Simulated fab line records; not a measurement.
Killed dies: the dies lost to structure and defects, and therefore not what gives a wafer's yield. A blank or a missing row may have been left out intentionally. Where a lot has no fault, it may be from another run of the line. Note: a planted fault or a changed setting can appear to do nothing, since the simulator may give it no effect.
A struck lot beside a sound one + flow sky130 + 31 out of 708 route steps
Sound: wafers L116.3, L116.5, L116.6. Struck: wafer L128.1. (L128.4 of the same lot was not struck and is left out.) The cause comes at the end.
For every step that has rows: the tool of each side, followed by ch and its chambers, followed by its first start. Under that, the readings that differ: sound wafers + struck wafers + difference of the means + sigmas: that difference in standard deviations of wafers without a fault.
alike: words and numbers the same on both sides, and readings whose means are apart by under 2 such deviations; not compared: readings that were withheld, readings missing a value for some wafer, numbers with overlapping values and no deviation given by the record, and bounds like >300 which may hide the same value.
A row with sigmas, a row that says differs or no value, or rows on one side alone: a step with any of these is where the two part. Numbers that don't overlap but have no deviation are shown without sigmas and don't part them. A reading missing from all wafers of one side parts the sides only when that side holds two or more wafers.

SKY_LI_CONTACT_OVL_MEAS_13:
  sound on overlay-01, day 31 18:17; struck on overlay-02, day 35 10:34
  alike: LI_CONTACT_OVL
SKY_LI_CONTACT_ETCH_14: etches BARC in N2/H2, stops on SiO2, time 45.9 s, target depth 60 nm.
  sound on rie_diel-04 ch 0,2,3, day 31 18:19; struck on rie_diel-03 ch 1, day 35 10:36
| reading                     | sound       | struck | difference | sigmas |
|-----------------------------|-------------|--------|------------|--------|
| drypump_motor_current_A (A) | 5.3 5.9 6.0 | 4.7    | -1.0       | -2     |
  alike: oes_product_au, throttle_valve_pct
  not compared: rf_hours_counter_h
SKY_LI_CONTACT_ETCH_15: etches PSG in C4F8/O2/Ar, stops on Si, target depth 600 nm.
  sound on rie_diel-04 ch 0,2,3, day 31 18:22; struck on rie_diel-03 ch 1, day 35 10:38
  alike: oes_product_au
SKY_LI_CONTACT_STRIP_16: strips in O2/N2.
  sound on plasma_asher-01 ch 0,1, day 31 18:28; struck on plasma_asher-01 ch 0, day 35 10:43
| reading                | sound | struck | difference                   | sigmas |
|------------------------|-------|--------|------------------------------|--------|
| rf_hours_counter_h (h) | - - - | 40     | no value on the sound wafers |        |
  alike: drypump_motor_current_A, o2_flow_sccm, oes_product_au, strip_time_to_endpoint_s
then, 2 steps without rows for these wafers: SKY_LI_CONTACT_CLEAN_17 (cleans in NMP, time 600 s); SKY_LI_CONTACT_PRE_CLEAN_18 (time 5.6 s).
SKY_LI_CONTACT_SPUTTER_19: material Ti, target thk 20 nm, time 106.37 s.
  sound on pvd_sputter-01, day 31 18:44; struck on pvd_sputter-04, day 35 11:01
  alike: throttle_valve_pct
SKY_LI_CONTACT_SPUTTER_20: material TiN, target thk 20 nm, time 80 s.
  sound on pvd_sputter-01, day 31 18:49; struck on pvd_sputter-04, day 35 11:05
  alike: throttle_valve_pct
then, 1 step without rows for these wafers: SKY_LI_CONTACT_CVD_21 (deposits W, target thk 400 nm, time 120.56 s).
SKY_LI_CONTACT_RS_MEAS_22: uses a four-point probe to measure.
  sound on film_metro-04, day 31 19:02; struck on film_metro-04, day 35 11:17
  alike: LI_CONTACT_W_RS
SKY_LI_CONTACT_THK_MEAS_23: measures by xrf.
  sound on film_metro-04, day 31 19:08; struck on film_metro-04, day 35 11:24
  alike: LI_CONTACT_W_THK
then, 1 step without rows for these wafers: SKY_LI_CONTACT_CMP_24 (polishes, stops on PSG, t overpolish 20 s, target thk 0 nm).
SKY_LOCAL_INTERCONNECT_SPUTTER_00: material TiN, target thk 100 nm, time 83.3 s.
  sound on pvd_sputter-02, day 31 19:29; struck on pvd_sputter-02, day 35 11:46
| reading                                                | sound             | struck | difference | sigmas |
|--------------------------------------------------------|-------------------|--------|------------|--------|
| model.TiN_of_LOCAL_INTERCONNECT_SPUTTER_00.thk_nm (nm) | 98.58 98.77 98.26 | 84.54  | -14.00     |        |
  alike: throttle_valve_pct
SKY_LOCAL_INTERCONNECT_RS_MEAS_01: uses a four-point probe to measure.
  sound on film_metro-03, day 31 19:35; struck on film_metro-01, day 35 11:49
| reading                            | sound             | struck | difference | sigmas |
|------------------------------------|-------------------|--------|------------|--------|
| LOCAL_INTERCONNECT_TIN_RS (ohm/sq) | 14.36 14.35 14.43 | 16.81  | +2.43      | +17    |
SKY_LOCAL_INTERCONNECT_THK_MEAS_02: measures by xrf.
  sound on film_metro-03, day 31 19:41; struck on film_metro-01, day 35 11:56
| reading                         | sound          | struck | difference | sigmas |
|---------------------------------|----------------|--------|------------|--------|
| LOCAL_INTERCONNECT_TIN_THK (nm) | 99.7 99.4 99.0 | 84.9   | -14.5      | -15    |
then, 8 steps without rows for these wafers: SKY_LOCAL_INTERCONNECT_DEHYDRATE_03 (time 60 s); SKY_LOCAL_INTERCONNECT_HMDS_04 (prime time 60 s); SKY_LOCAL_INTERCONNECT_COAT_05 (resist thk 60 nm); SKY_LOCAL_INTERCONNECT_COAT_06 (resist thk 450 nm); SKY_LOCAL_INTERCONNECT_SOFTBAKE_07 (time 90 s); SKY_LOCAL_INTERCONNECT_EXPOSE_08 (exposes mask LI1M, target cd 170 nm); SKY_LOCAL_INTERCONNECT_PEB_09; SKY_LOCAL_INTERCONNECT_DEVELOP_10 (develop time 60 s).
SKY_LOCAL_INTERCONNECT_CD_MEAS_11 targets a cd of 170 nm.
  sound on cd_sem-01, day 32 22:50; struck on cd_sem-02, day 36 14:16
| reading    | sound             | struck | difference | sigmas |
|------------|-------------------|--------|------------|--------|
| cd_nm (nm) | 172.0 171.4 171.7 | 168.5  | -3.2       | -2     |
SKY_LOCAL_INTERCONNECT_OVL_MEAS_12:
  sound on overlay-01, day 32 22:56; struck on overlay-01, day 36 14:23
  alike: LOCAL_INTERCONNECT_OVL
then, 1 step without rows for these wafers: SKY_LOCAL_INTERCONNECT_ETCH_13 (etches BARC in N2/H2, stops on SiO2, time 45.9 s, target depth 60 nm).
SKY_LOCAL_INTERCONNECT_METAL_ETCH_14: etches TiN in Cl2/BCl3, stops on PSG, target depth 110 nm, time 31.4 s.
  sound on rie_metal-04 ch 1, day 32 23:07; struck on rie_metal-01 ch 0, day 36 14:29
| reading                | sound                | struck | difference                   | sigmas |
|------------------------|----------------------|--------|------------------------------|--------|
| oes_product_au (a.u.)  | 0.932 0.931 0.930    | 0.853  | -0.078                       | -11    |
| rf_hours_counter_h (h) | - - -                | 2      | no value on the sound wafers |        |
| throttle_valve_pct (%) | 21.910 21.902 21.902 | 21.977 | +0.072                       | +7     |
  alike: drypump_motor_current_A
then, 1 step without rows for these wafers: SKY_LOCAL_INTERCONNECT_STRIP_15 (strips in O2/N2).
SKY_LOCAL_INTERCONNECT_STRIP_16: strips in post etch residue remover, time 1200 s.
  sound on wet_bench-01 ch 1, day 32 23:17; struck on wet_bench-03 ch 3, day 36 14:38
| reading                                                | sound             | struck | difference | sigmas |
|--------------------------------------------------------|-------------------|--------|------------|--------|
| model.TiN_of_LOCAL_INTERCONNECT_SPUTTER_00.thk_nm (nm) | 98.17 98.36 97.85 | 84.12  | -14.01     |        |
then, 1 step without rows for these wafers: SKY_LOCAL_INTERCONNECT_CLEAN_17 (cleans in IPA, time 180 s).
-- the record jumps here: 14 days lie between the struck wafers' starts before and after (it left off in module LOCAL_INTERCONNECT and takes up again in module PAD_OPEN, whose first step shown is number 708 of the route) --
SKY_PAD_OPEN_PROBE_99:
  sound on prober-02, day 47 17:56; struck on prober-02, day 50 07:11
| reading                        | sound             | struck | difference | sigmas |
|--------------------------------|-------------------|--------|------------|--------|
| model.etest.res_li.line_ohm_um | 74.74 75.48 75.95 | 89.61  | +14.22     |        |
| model.etest.res_li.rs_ohm_sq   | 13.06 13.01 13.11 | 15.19  | +2.13      |        |
  alike: killed_at_M0_to_M3, killed_at_M4_up, killed_at_contacts, killed_at_front_end, killed_at_other, killed_dies, killed_open, killed_short
  not compared: model.etest.mcon_chain.rc_ohm

== WHERE THEY PART ==
At SKY_LI_CONTACT_ETCH_14 first; at SKY_LOCAL_INTERCONNECT_METAL_ETCH_14 last (within this record only). Later steps at which nothing parts them and some readings are alike: SKY_PAD_OPEN_PROBE_99.

WHY: whatever the simulator had introduced
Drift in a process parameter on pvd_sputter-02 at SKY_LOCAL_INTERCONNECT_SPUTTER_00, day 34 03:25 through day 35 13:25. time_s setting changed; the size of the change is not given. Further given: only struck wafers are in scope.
